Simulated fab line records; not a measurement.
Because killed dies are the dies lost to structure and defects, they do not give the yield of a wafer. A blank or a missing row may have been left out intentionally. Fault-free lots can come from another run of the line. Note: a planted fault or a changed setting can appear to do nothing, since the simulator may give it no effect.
fab line records	flow sky130
[record] lots = 12	wafers = 36	last-day = 50
route steps=708 shown CONTACT@411 VIA1@474 METAL2@489 PAD_OPEN@708
lots that met no fault: taken from a fault-free run of the same line
start-h: start of the lot's first displayed wafer, in hours after the record's first day	wait-h: hours from the lot's prior step to this one	" same as the row above	L1.1+2: several wafers, shown together as one row	- either no value or no given start	* or withheld: withheld	< > ~ a bound
route shown NAME@n: a module of which the file shows steps, and the number in the route of the first	usual: mean and standard deviation over wafers with no fault	same: alike in all rows	chamber/n: place in a boat	sites: per-site readings	_std_site: standard deviation across them	_edge_site: outer sites' mean less inner sites'	radius-mm: how far each site lies from the wafer's centre	mask NAME#n: copy n	behind: the tool/chamber that last shaped the wafer	hold: why the lot went on hold/how many hours it stayed there/how the hold came to an end	device: which transistor (n, p or np) failed to switch	end of line: tests run on the same wafers once the route is complete	where a step has no rows: the recipe by itself	killed: not the wafer's yield, but the dies lost to structure and defects at the first sort	map: a wafer's dies, x killed, . not, _ none there
set.NAME: the run value of the setting; set.NAME@STEP: its run value at that earlier step	model.NAME: the simulator's own value behind a step, which no gauge read
steps of the route over a sample of lots; a table a step, a row a wafer
services: a tool's chamber out of use, with start hour (start-h, from the record's first day; less than 0 if before it), hours out, and reason
[[steps]]
[step SKY_CONTACT_BOW_MEAS_05]
[recipe] mode = bow
[usual] CONTACT_BOW = 82/6.8
lot.wafer	tool	chamber	start-h	wait-h	CONTACT_BOW[um]
L879.1	film-metro-02	-	720.64	0.1	80
L879.4	"	-	"	"	88
L879.6	"	-	"	"	92
L880.3	film-metro-04	-	727.87	0.2	79
L880.4	"	-	"	"	86
L880.5	"	-	"	"	71
L881.1	film-metro-02	-	737.48	0.2	81
L881.4	"	-	"	"	76
L881.5	"	-	"	"	76
L882.4	film-metro-02	-	752.70	0.3	83
L882.5	"	-	"	"	87
L882.6	"	-	"	"	82
L883.2	film-metro-01	-	761.02	0.2	81
L883.4	"	-	"	"	93
L883.6	"	-	"	"	85
L884.1	film-metro-04	-	769.65	0.2	81
L884.5	"	-	"	"	74
L884.6	"	-	"	"	101
L885.1	film-metro-02	-	770.32	0.1	82
L885.2	"	-	"	"	91
L885.5	"	-	"	"	84
L891.1	film-metro-04	-	815.60	0.2	90
L891.2	"	-	"	"	82
L891.4	"	-	"	"	84
L893.3	film-metro-04	-	828.65	0.3	73
L893.5	"	-	"	"	74
L893.6	"	-	"	"	64
L898.1	film-metro-02	-	864.40	0.2	84
L898.4	"	-	"	"	70
L898.6	"	-	"	"	76
L900.1	film-metro-01	-	877.27	0.1	75
L900.2	"	-	"	"	78
L900.3	"	-	"	"	91
L901.4	film-metro-02	-	883.49	0.3	77
L901.5	"	-	"	"	83
L901.6	"	-	"	"	69
[step SKY_VIA1_STRIP_16]
[recipe] chemistry = O2/N2	power-w = 1400	pressure-mtorr = 1500	platen-temp-c = withheld	o2-flow-sccm = 3000	n2-flow-sccm = 300	overash-fraction = 0.5
[usual] drypump-motor-current-A = 5.8/0.32	oes-product-au = 0.416/0.0046	strip-time-to-endpoint-s = 4.457/0.02
lot.wafer	tool	chamber	start-h	wait-h	drypump-motor-current-A	oes-product-au	rf-hours-counter-h	strip-time-to-endpoint-s
L879.1	plasma-asher-01	1	805.35	0.0	5.6	0.421	97	4.464
L879.4	"	1	"	"	5.5	0.422	-	4.447
L879.6	"	1	"	"	5.6	0.412	-	4.451
L880.3	plasma-asher-04	1	811.48	0.1	5.9	0.411	-	4.475
L880.4	"	0	"	"	5.7	0.413	-	4.467
L880.5	"	1	"	"	5.9	0.422	-	4.486
L881.1	plasma-asher-01	0	821.70	0.0	6.4	0.419	99	4.477
L881.4	"	1	"	"	5.5	0.411	-	4.448
L881.5	"	1	"	"	5.6	0.409	-	4.477
L882.4	plasma-asher-04	0	836.46	0.1	5.6	0.413	-	4.441
L882.5	"	1	"	"	5.9	0.421	-	4.464
L882.6	"	0	"	"	5.6	0.416	-	4.425
L883.2	plasma-asher-01	0	845.08	0.0	6.4	0.416	102	4.422
L883.4	"	1	"	"	5.6	0.411	-	4.446
L883.6	"	0	"	"	6.4	0.413	-	4.449
L884.1	plasma-asher-02	1	852.55	0.0	5.4	0.416	68	4.428
L884.5	"	0	"	"	5.6	0.408	-	4.428
L884.6	"	1	"	"	5.5	0.415	-	4.443
L885.1	plasma-asher-01	0	852.73	0.0	6.4	0.411	102	4.446
L885.2	"	1	"	"	5.5	0.409	102	4.456
L885.5	"	1	"	"	5.6	0.420	-	4.438
L891.1	plasma-asher-04	1	898.12	0.0	5.9	0.419	47	4.488
L891.2	"	0	"	"	5.7	0.422	47	4.474
L891.4	"	1	"	"	5.9	0.412	-	4.466
L893.3	plasma-asher-01	1	910.18	0.1	5.6	0.414	-	4.440
L893.5	"	0	"	"	6.4	0.415	-	4.442
L893.6	"	1	"	"	5.6	0.419	-	4.468
L898.1	plasma-asher-01	0	943.80	0.0	6.4	0.420	112	4.462
L898.4	"	1	"	"	5.6	0.412	-	4.451
L898.6	"	0	"	"	6.4	0.418	-	4.481
L900.1	plasma-asher-04	0	955.33	0.0	5.6	0.419	53	4.473
L900.2	"	1	"	"	5.9	0.413	53	4.498
L900.3	"	0	"	"	5.6	0.418	-	4.456
L901.4	plasma-asher-04	0	961.31	0.1	5.7	0.416	-	4.448
L901.5	"	1	"	"	5.9	0.413	-	4.439
L901.6	"	0	"	"	5.6	0.417	-	4.444
[step SKY_METAL2_THK_MEAS_06]
[recipe] thk-meas-gauge = xrf	reads = AlCu_of_METAL2_SPUTTER_02
[usual] METAL2_ALCU_THK = 246.6/2.7
lot.wafer	tool	chamber	start-h	wait-h	METAL2_ALCU_THK[nm]
L879.1	film-metro-02	-	806.84	0.1	242.8
L879.4	"	-	"	"	239.8
L879.6	"	-	"	"	241.0
L880.3	film-metro-04	-	813.03	0.1	244.9
L880.4	"	-	"	"	246.6
L880.5	"	-	"	"	246.9
L881.1	film-metro-02	-	823.18	0.1	243.8
L881.4	"	-	"	"	241.0
L881.5	"	-	"	"	246.1
L882.4	film-metro-04	-	837.95	0.1	250.5
L882.5	"	-	"	"	248.1
L882.6	"	-	"	"	246.0
L883.2	film-metro-04	-	846.70	0.1	249.5
L883.4	"	-	"	"	249.0
L883.6	"	-	"	"	246.6
L884.1	film-metro-02	-	854.08	0.1	245.2
L884.5	"	-	"	"	241.9
L884.6	"	-	"	"	246.0
L885.1	film-metro-04	-	854.38	0.1	251.6
L885.2	"	-	"	"	248.4
L885.5	"	-	"	"	250.3
L891.1	film-metro-03	-	899.70	0.1	244.4
L891.2	"	-	"	"	242.6
L891.4	"	-	"	"	244.7
L893.3	film-metro-03	-	911.65	0.1	245.8
L893.5	"	-	"	"	250.5
L893.6	"	-	"	"	248.2
L898.1	film-metro-04	-	945.30	0.1	247.0
L898.4	"	-	"	"	243.0
L898.6	"	-	"	"	244.9
L900.1	film-metro-04	-	956.82	0.1	249.7
L900.2	"	-	"	"	247.4
L900.3	"	-	"	"	243.9
L901.4	film-metro-03	-	962.79	0.1	247.0
L901.5	"	-	"	"	244.8
L901.6	"	-	"	"	245.4
[step SKY_METAL2_COAT_10]
[recipe] resist = KrF-thick	spin-rpm = 3000	resist-thk-nm = 450
[usual] spin-speed-rpm = 2999.7/1.6
lot.wafer	tool	chamber	start-h	wait-h	spin-speed-rpm
L879.1	litho-track-02	0	819	-	2997.3
L879.4	"	0	"	"	2998.3
L879.6	"	0	"	"	3001.4
L880.3	litho-track-03	0	825	-	3000.9
L880.4	"	0	"	"	2999.5
L880.5	"	0	"	"	3000.1
L881.1	litho-track-01	0	836	-	3000.2
L881.4	"	0	"	"	3000.4
L881.5	"	0	"	"	3003.9
L882.4	litho-track-03	0	850	-	2997.5
L882.5	"	0	"	"	3000.5
L882.6	"	0	"	"	2998.7
L883.2	litho-track-01	0	860	-	3001.0
L883.4	"	0	"	"	3000.8
L883.6	"	0	"	"	3001.1
L884.1	litho-track-03	0	867	-	3001.3
L884.5	"	0	"	"	2999.9
L884.6	"	0	"	"	2999.5
L885.1	litho-track-02	0	867	-	2998.8
L885.2	"	0	"	"	2998.8
L885.5	"	0	"	"	3002.1
L891.1	litho-track-02	0	911	-	3104.5
L891.2	"	0	912	-	3105.7
L891.4	"	0	"	"	3112.0
L893.3	litho-track-02	0	924	-	3105.4
L893.5	"	0	"	"	3106.9
L893.6	"	0	"	"	3103.5
L898.1	litho-track-03	0	957	-	2997.9
L898.4	"	0	"	"	3002.0
L898.6	"	0	"	"	2998.5
L900.1	litho-track-01	0	969	-	3000.1
L900.2	"	0	"	"	3001.9
L900.3	"	0	"	"	2999.7
L901.4	litho-track-03	0	974	-	3000.3
L901.5	"	0	"	"	2999.3
L901.6	"	0	"	"	2998.4
[step SKY_PAD_OPEN_PROBE_99]
[usual] defect-limited-yield = 82.6/2.2	killed_at_M0_to_M3 = 43/7.9	killed_at_M4_up = 2.9/1.8	killed-at-contacts = 24/5.5	killed-at-front-end = 15/4.2	killed-at-other = 0.2/0.46	killed-dies = 86/11	killed-open = 47/8.1	killed-short = 39/6.4	sort_bin_3_pad_short = 0.9/0.44	sort_bin_5_function = 10.3/1.4	sort_bin_6_memory = 6.3/1.3	sort-n-pass = 406/11	sort-yield-pct = 82.6/2.2
[same] gross-dies = 492	killed-at-back-side = 0	sort_bin_4_leakage[%] = 0	sort_bin_8_speed[%] = 0
lot.wafer	tool	chamber	start-h	wait-h	defect-limited-yield[%]	killed_at_M0_to_M3	killed_at_M4_up	killed-at-contacts	killed-at-front-end	killed-at-other	killed-dies	killed-open	killed-short	sort_bin_3_pad_short[%]	sort_bin_5_function[%]	sort_bin_6_memory[%]	sort-n-pass	sort-yield-pct[%]
L891.1	prober-02	-	1160.77	0.1	83.9	37	1	25	16	0	79	45	34	0.2	10.0	5.9	413	83.9
L891.2	prober-02	-	1160.82	0.1	82.3	37	3	31	16	0	87	47	40	1.2	11.8	4.7	405	82.3
L891.4	prober-02	-	1160.92	0.2	83.3	45	9	20	8	0	82	47	35	0.4	11.2	5.1	410	83.3
L893.3	prober-02	-	1168.98	0.2	79.5	51	3	27	20	0	101	58	43	1.0	10.8	8.7	391	79.5
L893.5	prober-02	-	1169.08	0.2	82.3	48	1	22	16	0	87	52	35	1.0	9.8	6.9	405	82.3
L893.6	prober-02	-	1169.13	0.2	83.7	51	1	14	14	0	80	45	35	1.2	10.4	4.7	412	83.7
// killed by level:class
L891.1 CONTACT:geometric-particle:open=14 VIA1:geometric-particle:open=8 VIA1:geometric-particle:short=6 METAL1:geometric-particle:short=6 VIA3:geometric-particle:open=5 METAL2:geometric-particle:short=5 FIELD_ISO:geometric-particle:short=4 LOCAL_INTERCONNECT:geometric-particle:short=4
L891.2 VIA1:geometric-particle:open=9 LI_CONTACT:geometric-particle:open=9 CONTACT:geometric-particle:open=8 VIA3:geometric-particle:open=8 METAL2:geometric-particle:short=7 LOCAL_INTERCONNECT:geometric-particle:short=5 CONTACT:geometric-particle:short=5 POLY_GATE:geometric-particle:open=4
L891.4 VIA1:geometric-particle:open=14 VIA3:geometric-particle:open=10 METAL4:geometric-particle:short=7 LI_CONTACT:geometric-particle:open=6 FIELD_ISO:geometric-particle:short=4 CONTACT:geometric-particle:open=4 METAL1:geometric-particle:short=4 LI_CONTACT:geometric-particle:short=3
L893.3 VIA1:geometric-particle:open=14 VIA2:geometric-particle:open=9 CONTACT:geometric-particle:open=8 LI_CONTACT:geometric-particle:open=8 FIELD_ISO:geometric-particle:short=7 VIA1:geometric-particle:short=7 VIA3:geometric-particle:open=6 FIELD_ISO:geometric-particle:open=5
L893.5 VIA1:geometric-particle:open=11 VIA2:geometric-particle:open=11 FIELD_ISO:geometric-particle:open=8 CONTACT:geometric-particle:open=7 METAL1:geometric-particle:short=7 CONTACT:geometric-particle:short=6 VIA3:geometric-particle:open=6 METAL2:geometric-particle:short=5
L893.6 VIA2:geometric-particle:open=12 VIA1:geometric-particle:open=11 METAL1:geometric-particle:short=7 LI_CONTACT:geometric-particle:open=6 CONTACT:geometric-particle:open=6 METAL2:geometric-particle:short=6 FIELD_ISO:geometric-particle:short=5 POLY_GATE:geometric-particle:short=3
[[services]]
tool	chamber	start-h	hours	kind
plasma-asher-02	-	804.10	0.6	repair
plasma-asher-02	-	825.14	4.0	pm
plasma-asher-04	-	830.09	0.3	repair
plasma-asher-02	-	832.77	9.1	repair
plasma-asher-04	-	951.30	2.8	pm
[[key]]
[first-sign] step = SKY_METAL2_COAT_10	reading = spin-speed-rpm	direction = up	sigmas = 66	usual = 2999.7	struck = 3106.3
effect none on later readings
met-at SKY_METAL2_COAT_10
struck-lots L891,L893
not-acting-at SKY_CONTACT_BOW_MEAS_05,SKY_VIA1_STRIP_16,SKY_METAL2_THK_MEAS_06
onset-between 867 911
[fault] kind = process-parameter-drift	tool = litho-track-02	chamber = -	onset-h = 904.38	steps = SKY_METAL2_COAT_10	channel = spin-rpm	offset = 105.75	shape = step	end-h = 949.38	acts-in = these-recipes-only	stated = 3000
